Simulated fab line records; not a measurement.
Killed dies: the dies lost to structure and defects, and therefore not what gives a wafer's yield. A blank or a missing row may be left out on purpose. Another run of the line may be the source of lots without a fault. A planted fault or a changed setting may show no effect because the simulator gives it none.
A struck lot beside a sound one :: flow gf180mcu :: 17 out of 602 route steps
Sound: these wafers, L303.1, L303.2, L303.5. The struck wafers were L311.3, L311.4. Last of all comes the cause.
Order at every step that has rows: each side's tool, ch and its chambers, its first start. Under that, the readings that differ: sound wafers :: struck wafers :: difference of the means :: sigmas: that difference in standard deviations of wafers without a fault.
alike: readings whose means differ by less than 2 such deviations, and words and numbers that are the same on both sides. not compared: withheld readings, readings that some wafer has no value for, bounds like >300 that may hide the same value, and numbers for which the record gives no deviation and whose values overlap.
Wherever a step has rows on one side only, a row that says differs or no value, or a row with sigmas, the two part there. Numbers that have no deviation but don't overlap get no sigmas and don't part them. Lack of a reading on every wafer of one side parts them only where that side has two or more wafers.

first, 4 steps without rows for these wafers: GF_M1_SOFTBAKE_10 (time 60 s); GF_M1_EXPOSE_11 (exposes mask Metal1, target cd 230 nm); GF_M1_PEB_12 (peb time 90 s); GF_M1_DEVELOP_13 (develop time 60 s).
GF_M1_CD_MEAS_14: the cd target is 230 nm.
  struck on cd sem-02, day 20 03:23; sound on cd sem-02, day 17 02:56
  alike: cd nm
GF_M1_OVL_MEAS_15:
  struck on overlay-02, day 20 03:28; sound on overlay-02, day 17 03:04
  alike: M1_OVL
GF_M1_METAL_ETCH_16: etches the open film in Cl2/BCl3, stops on SiO2, target depth 750.8 nm, time 125.1 s.
  sound on rie metal-03 ch 0,1, day 17 03:06; struck on rie metal-01 ch 0,1, day 20 03:32
  alike: drypump motor current A, oes product au, throttle valve pct
  not compared: rf hours counter h
GF_M1_STRIP_17: strips in O2/N2.
  sound on plasma asher-01 ch 0,1, day 17 03:14; struck on plasma asher-02 ch 0,1, day 20 03:40
  alike: drypump motor current A, heater power w, oes product au, strip time to endpoint s
  not compared: rf hours counter h
then, 3 steps without rows for these wafers: GF_M1_STRIP_18 (strips in post etch residue remover, time 1200 s); GF_M1_CLEAN_19 (cleans in DIW); GF_V1_CVD_00 (deposits SiO2, target thk 600 nm, time 100 s).
GF_V1_THK_MEAS_01:
  struck on film metro-03, day 20 04:15; sound on film metro-01, day 17 03:52
  alike: V1_CVD_00_THK
GF_V1_CVD_02: deposits SiO2 from TEOS, target thk 850 nm, time 94.851 s.
  sound on pecvd-03 ch 1,2, day 17 03:56; struck on pecvd-03 ch 0,2, day 20 04:17
reading: run length s (s)
sound: 123.3 122.4 122.7
struck: 179.5 179.2
difference: +56.5
sigmas: +93

reading: model.SiO2_of_V1_CVD_02.thk nm (nm)
sound: 835.8 832.7 843.5
struck: 1339 1359
difference: +512
sigmas: 
  alike: heater power w
GF_V1_THK_MEAS_03:
  struck on film metro-04, day 20 04:37; sound on film metro-01, day 17 04:00
reading: V1_CVD_02_THK (nm)
sound: 836 833 844
struck: 1339 1359
difference: +511
sigmas: +39
  not compared: hold
GF_V1_CMP_04: polishes SiO2.
  sound on cmp-02 ch 1,3, day 17 04:07; struck on cmp-02 ch 1,2, day 20 10:11
reading: hold
sound: - - -
struck: await dispo/5.4h/release await dispo/5.4h/release
difference: no value on the sound wafers
sigmas: 

reading: time to endpoint s (s)
sound: 70 71 74
struck: 255 248
difference: +180
sigmas: +30
  alike: motor current A
GF_V1_BOW_MEAS_05:
  struck on film metro-01, day 20 10:25; sound on film metro-03, day 17 04:22
  alike: V1_BOW
then, 1 step without rows for these wafers: GF_PASSIVATION_PROBE_99.

WHERE THEY PART
At GF_V1_CVD_02 first; at GF_V1_CMP_04 last (within this record only). Later steps at which nothing parts them and some readings are alike: GF_V1_BOW_MEAS_05.

WHY: what had been put in by the simulator
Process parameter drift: pecvd-03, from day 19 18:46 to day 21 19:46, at GF_V1_CVD_02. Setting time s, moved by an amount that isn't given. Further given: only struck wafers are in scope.
